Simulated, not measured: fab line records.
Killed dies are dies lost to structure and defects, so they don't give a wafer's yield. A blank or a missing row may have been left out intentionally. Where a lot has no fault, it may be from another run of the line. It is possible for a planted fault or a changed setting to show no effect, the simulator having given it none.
What tool caused it? || flow gf180mcu || 11 lots with 33 wafers sampled at 6 steps, on a route of 602 steps

== WHAT EACH GAUGE READ, for each wafer ==
GF_V4_RS_MEAS_24: measurement is done with a four-point probe. Usual: V4_W_RS gives 0.329 ohm/sq (standard deviation 0.0042).
{"lot": "L569", "measured": "day 24 09:13", "on": "film-metro-02", "V4_W_RS (ohm/sq)": "0.336 0.328 0.335", "flag": ""}
{"lot": "L570", "measured": "day 25 09:49", "on": "film-metro-01", "V4_W_RS (ohm/sq)": "0.329 0.327 0.327", "flag": ""}
{"lot": "L573", "measured": "day 26 02:37", "on": "film-metro-02", "V4_W_RS (ohm/sq)": "0.324 0.323 0.332", "flag": ""}
{"lot": "L574", "measured": "day 26 12:50", "on": "film-metro-02", "V4_W_RS (ohm/sq)": "0.329 0.326 0.332", "flag": ""}
{"lot": "L575", "measured": "day 26 14:22", "on": "film-metro-02", "V4_W_RS (ohm/sq)": "0.332 0.327 0.332", "flag": ""}
{"lot": "L577", "measured": "day 27 09:44", "on": "film-metro-03", "V4_W_RS (ohm/sq)": "0.322 0.328 0.324", "flag": ""}
{"lot": "L578", "measured": "day 27 20:13", "on": "film-metro-02", "V4_W_RS (ohm/sq)": "0.323 0.322 0.321", "flag": ""}
{"lot": "L579", "measured": "day 27 21:43", "on": "film-metro-02", "V4_W_RS (ohm/sq)": "0.335 0.334 0.335", "flag": ""}
{"lot": "L581", "measured": "day 28 08:25", "on": "film-metro-02", "V4_W_RS (ohm/sq)": "0.331 0.325 0.328", "flag": ""}
{"lot": "L586", "measured": "day 29 17:47", "on": "film-metro-02", "V4_W_RS (ohm/sq)": "0.336 0.329 0.338", "flag": ""}
{"lot": "L588", "measured": "day 30 08:46", "on": "film-metro-03", "V4_W_RS (ohm/sq)": "0.331 0.331 0.333", "flag": ""}

GF_V5_BOW_MEAS_05. Usual: V5_BOW gives 137 um (standard deviation 9.5).
{"lot": "L569", "measured": "day 26 06:16", "on": "film-metro-03", "V5_BOW (um)": "136 149 139", "flag": ""}
{"lot": "L570", "measured": "day 27 06:00", "on": "film-metro-02", "V5_BOW (um)": "129 139 129", "flag": ""}
{"lot": "L573", "measured": "day 27 20:52", "on": "film-metro-04", "V5_BOW (um)": "146 136 139", "flag": ""}
{"lot": "L574", "measured": "day 28 07:51", "on": "film-metro-04", "V5_BOW (um)": "146 130 143", "flag": ""}
{"lot": "L575", "measured": "day 28 09:25", "on": "film-metro-03", "V5_BOW (um)": "142 140 130", "flag": ""}
{"lot": "L577", "measured": "day 29 03:37", "on": "film-metro-04", "V5_BOW (um)": "143 147 142", "flag": ""}
{"lot": "L578", "measured": "day 29 13:49", "on": "film-metro-02", "V5_BOW (um)": "128 141 129", "flag": ""}
{"lot": "L579", "measured": "day 29 14:49", "on": "film-metro-03", "V5_BOW (um)": "150 142 135", "flag": ""}
{"lot": "L581", "measured": "day 30 01:35", "on": "film-metro-04", "V5_BOW (um)": "117 122 125", "flag": ""}
{"lot": "L586", "measured": "day 31 09:07", "on": "film-metro-02", "V5_BOW (um)": "123 138 131", "flag": ""}
{"lot": "L588", "measured": "day 31 22:11", "on": "film-metro-03", "V5_BOW (um)": "146 132 134", "flag": ""}

GF_TOP_METAL_RS_MEAS_05: measurement is done with a four-point probe. Usual: TOP_METAL_ALCU_RS gives 0.03286 ohm/sq (standard deviation 0.00029).
{"lot": "L569", "measured": "day 27 04:31", "on": "film-metro-04", "TOP_METAL_ALCU_RS (ohm/sq)": "0.03315 0.03288 0.03241", "flag": ""}
{"lot": "L570", "measured": "day 28 03:41", "on": "film-metro-01", "TOP_METAL_ALCU_RS (ohm/sq)": "0.03283 0.03313 0.03296", "flag": ""}
{"lot": "L573", "measured": "day 28 18:29", "on": "film-metro-04", "TOP_METAL_ALCU_RS (ohm/sq)": "0.03326 0.03267 0.03269", "flag": ""}
{"lot": "L574", "measured": "day 29 05:28", "on": "film-metro-01", "TOP_METAL_ALCU_RS (ohm/sq)": "0.03296 0.03242 0.0333", "flag": ""}
{"lot": "L575", "measured": "day 29 06:42", "on": "film-metro-04", "TOP_METAL_ALCU_RS (ohm/sq)": "0.03295 0.03263 0.03286", "flag": ""}
{"lot": "L577", "measured": "day 30 00:17", "on": "film-metro-01", "TOP_METAL_ALCU_RS (ohm/sq)": "0.03285 0.03233 0.03267", "flag": ""}
{"lot": "L578", "measured": "day 30 10:19", "on": "film-metro-03", "TOP_METAL_ALCU_RS (ohm/sq)": "0.03298 0.0328 0.03284", "flag": ""}
{"lot": "L579", "measured": "day 30 11:41", "on": "film-metro-04", "TOP_METAL_ALCU_RS (ohm/sq)": "0.03277 0.03288 0.03302", "flag": ""}
{"lot": "L581", "measured": "day 30 21:46", "on": "film-metro-01", "TOP_METAL_ALCU_RS (ohm/sq)": "0.03341 0.03316 0.03275", "flag": ""}
{"lot": "L586", "measured": "day 32 04:30", "on": "film-metro-03", "TOP_METAL_ALCU_RS (ohm/sq)": "0.03261 0.03932 0.03984", "flag": "OFF"}
{"lot": "L588", "measured": "day 32 17:22", "on": "film-metro-04", "TOP_METAL_ALCU_RS (ohm/sq)": "0.03286 0.03321 0.03337", "flag": ""}

GF_TOP_METAL_THK_MEAS_06: measures by xrf. Usual: TOP_METAL_ALCU_THK gives 889 nm (standard deviation 8.3).
{"lot": "L569", "measured": "day 27 04:38", "on": "film-metro-04", "TOP_METAL_ALCU_THK (nm)": "887 887 901", "flag": ""}
{"lot": "L570", "measured": "day 28 03:48", "on": "film-metro-01", "TOP_METAL_ALCU_THK (nm)": "889 882 891", "flag": ""}
{"lot": "L573", "measured": "day 28 18:37", "on": "film-metro-04", "TOP_METAL_ALCU_THK (nm)": "879 895 890", "flag": ""}
{"lot": "L574", "measured": "day 29 05:34", "on": "film-metro-01", "TOP_METAL_ALCU_THK (nm)": "883 901 884", "flag": ""}
{"lot": "L575", "measured": "day 29 06:49", "on": "film-metro-04", "TOP_METAL_ALCU_THK (nm)": "892 899 896", "flag": ""}
{"lot": "L577", "measured": "day 30 00:24", "on": "film-metro-01", "TOP_METAL_ALCU_THK (nm)": "893 905 897", "flag": ""}
{"lot": "L578", "measured": "day 30 10:26", "on": "film-metro-03", "TOP_METAL_ALCU_THK (nm)": "881 886 884", "flag": ""}
{"lot": "L579", "measured": "day 30 11:49", "on": "film-metro-04", "TOP_METAL_ALCU_THK (nm)": "888 888 886", "flag": ""}
{"lot": "L581", "measured": "day 30 21:53", "on": "film-metro-01", "TOP_METAL_ALCU_THK (nm)": "876 879 892", "flag": ""}
{"lot": "L586", "measured": "day 32 04:37", "on": "film-metro-03", "TOP_METAL_ALCU_THK (nm)": "890 746 734", "flag": "OFF"}
{"lot": "L588", "measured": "day 32 17:28", "on": "film-metro-04", "TOP_METAL_ALCU_THK (nm)": "885 872 872", "flag": ""}

== WHAT TOOL EACH LOT RAN ON (gives the tool, then ch and the chambers of the sampled wafers, and finally the start) ==
{"lot": "L569", "GF_M5_ETCH_09": "rie-diel-01 ch 1,2,3, day 26 04:58", "GF_TOP_METAL_SPUTTER_02": "pvd-sputter-02, day 27 04:22"}
{"lot": "L570", "GF_M5_ETCH_09": "rie-diel-03 ch 0,1,2, day 27 04:41", "GF_TOP_METAL_SPUTTER_02": "pvd-sputter-03, day 28 03:35"}
{"lot": "L573", "GF_M5_ETCH_09": "rie-diel-02 ch 0,3, day 27 19:37", "GF_TOP_METAL_SPUTTER_02": "pvd-sputter-01, day 28 18:24"}
{"lot": "L574", "GF_M5_ETCH_09": "rie-diel-01 ch 2,3, day 28 05:58", "GF_TOP_METAL_SPUTTER_02": "pvd-sputter-01, day 29 05:21"}
{"lot": "L575", "GF_M5_ETCH_09": "rie-diel-02 ch 0,2, day 28 08:07", "GF_TOP_METAL_SPUTTER_02": "pvd-sputter-02, day 29 06:37"}
{"lot": "L577", "GF_M5_ETCH_09": "rie-diel-02 ch 0,1,2, day 29 02:13", "GF_TOP_METAL_SPUTTER_02": "pvd-sputter-02, day 30 00:11"}
{"lot": "L578", "GF_M5_ETCH_09": "rie-diel-02 ch 0,1, day 29 12:01", "GF_TOP_METAL_SPUTTER_02": "pvd-sputter-03, day 30 10:13"}
{"lot": "L579", "GF_M5_ETCH_09": "rie-diel-03 ch 2,3, day 29 13:26", "GF_TOP_METAL_SPUTTER_02": "pvd-sputter-03, day 30 11:36"}
{"lot": "L581", "GF_M5_ETCH_09": "rie-diel-01 ch 0,2,3, day 30 00:19", "GF_TOP_METAL_SPUTTER_02": "pvd-sputter-03, day 30 21:40"}
{"lot": "L586", "GF_M5_ETCH_09": "rie-diel-01 ch 0,1,3, day 31 07:52", "GF_TOP_METAL_SPUTTER_02": "pvd-sputter-03, day 32 04:25"}
{"lot": "L588", "GF_M5_ETCH_09": "rie-diel-01 ch 0,1,2, day 31 20:52", "GF_TOP_METAL_SPUTTER_02": "pvd-sputter-02, day 32 17:13"}
- GF_M5_ETCH_09: etches Si3N4 in CF4/O2, target depth 52 nm, time 11.6 s.
- GF_TOP_METAL_SPUTTER_02: material AlCu, target thk 900 nm, time 47.82 s.

== AS READ BY THE TOOLS THEMSELVES (means over the sampled wafers that have a number; for cases with no such wafer, the mark the record gives instead) ==
GF_M5_ETCH_09. Usual: drypump-motor-current-A 5.7 A, standard deviation 0.41; oes-product-au 0.998 a.u., standard deviation 0.011; throttle-valve-pct 5.969 %, standard deviation 0.0095.
{"lot": "L569", "tool": "rie-diel-01", "drypump-motor-current-A (A)": 5.6, "oes-product-au (a.u.)": 1.008, "throttle-valve-pct (%)": 5.969, "flag": ""}
{"lot": "L570", "tool": "rie-diel-03", "drypump-motor-current-A (A)": 5.6, "oes-product-au (a.u.)": 1.004, "throttle-valve-pct (%)": 5.970, "flag": ""}
{"lot": "L573", "tool": "rie-diel-02", "drypump-motor-current-A (A)": 5.7, "oes-product-au (a.u.)": 0.991, "throttle-valve-pct (%)": 5.959, "flag": ""}
{"lot": "L574", "tool": "rie-diel-01", "drypump-motor-current-A (A)": 5.6, "oes-product-au (a.u.)": 0.999, "throttle-valve-pct (%)": 5.968, "flag": ""}
{"lot": "L575", "tool": "rie-diel-02", "drypump-motor-current-A (A)": 5.5, "oes-product-au (a.u.)": 0.982, "throttle-valve-pct (%)": 5.964, "flag": ""}
{"lot": "L577", "tool": "rie-diel-02", "drypump-motor-current-A (A)": 5.7, "oes-product-au (a.u.)": 0.992, "throttle-valve-pct (%)": 5.970, "flag": ""}
{"lot": "L578", "tool": "rie-diel-02", "drypump-motor-current-A (A)": 5.7, "oes-product-au (a.u.)": 0.991, "throttle-valve-pct (%)": 5.967, "flag": ""}
{"lot": "L579", "tool": "rie-diel-03", "drypump-motor-current-A (A)": 6.0, "oes-product-au (a.u.)": 0.998, "throttle-valve-pct (%)": 5.976, "flag": ""}
{"lot": "L581", "tool": "rie-diel-01", "drypump-motor-current-A (A)": 5.9, "oes-product-au (a.u.)": 1.016, "throttle-valve-pct (%)": 5.976, "flag": ""}
{"lot": "L586", "tool": "rie-diel-01", "drypump-motor-current-A (A)": 5.9, "oes-product-au (a.u.)": 1.009, "throttle-valve-pct (%)": 5.974, "flag": ""}
{"lot": "L588", "tool": "rie-diel-01", "drypump-motor-current-A (A)": 5.9, "oes-product-au (a.u.)": 1.009, "throttle-valve-pct (%)": 5.976, "flag": ""}

GF_TOP_METAL_SPUTTER_02. Usual: throttle-valve-pct reads 30.0 % (standard deviation 1).
{"lot": "L569", "tool": "pvd-sputter-02", "throttle-valve-pct (%)": 29.3, "flag": ""}
{"lot": "L570", "tool": "pvd-sputter-03", "throttle-valve-pct (%)": 29.7, "flag": ""}
{"lot": "L573", "tool": "pvd-sputter-01", "throttle-valve-pct (%)": 29.8, "flag": ""}
{"lot": "L574", "tool": "pvd-sputter-01", "throttle-valve-pct (%)": 30.2, "flag": ""}
{"lot": "L575", "tool": "pvd-sputter-02", "throttle-valve-pct (%)": 30.7, "flag": ""}
{"lot": "L577", "tool": "pvd-sputter-02", "throttle-valve-pct (%)": 30.5, "flag": ""}
{"lot": "L578", "tool": "pvd-sputter-03", "throttle-valve-pct (%)": 29.8, "flag": ""}
{"lot": "L579", "tool": "pvd-sputter-03", "throttle-valve-pct (%)": 29.5, "flag": ""}
{"lot": "L581", "tool": "pvd-sputter-03", "throttle-valve-pct (%)": 29.6, "flag": ""}
{"lot": "L586", "tool": "pvd-sputter-03", "throttle-valve-pct (%)": 30.3, "flag": ""}
{"lot": "L588", "tool": "pvd-sputter-02", "throttle-valve-pct (%)": 29.3, "flag": ""}

== THE ANSWER, worked out from the rows above alone ==
Rule: take the mean of a lot's wafers that have a number; if it is more than 3 standard deviations from the usual mean, the lot is off. A lot without any number at a reading at which 4 lots or more have one is off too. Where the step has rows for the other lots, those lots are counted as sound. The gauges are gone through in route order, then the tools' own readings, and for those a lot's mean is taken as printed above. The first step at which some lot is off is used, and at that step the reading that is off furthest; a lot without a number counts as furthest.
Off: L586, at GF_TOP_METAL_RS_MEAS_05 (TOP_METAL_ALCU_RS).
A tool fits if, at a process step before that reading, it ran every lot that is off, and no sound lot after the first of them. Gauges at GF_TOP_METAL_RS_MEAS_05: tried the same way as those tools. Can't be told from this: 2 tools fit, pvd-sputter-03 at GF_TOP_METAL_SPUTTER_02, film-metro-03 at GF_TOP_METAL_RS_MEAS_05.

== WHAT THE SIMULATOR HAD INSERTED ==
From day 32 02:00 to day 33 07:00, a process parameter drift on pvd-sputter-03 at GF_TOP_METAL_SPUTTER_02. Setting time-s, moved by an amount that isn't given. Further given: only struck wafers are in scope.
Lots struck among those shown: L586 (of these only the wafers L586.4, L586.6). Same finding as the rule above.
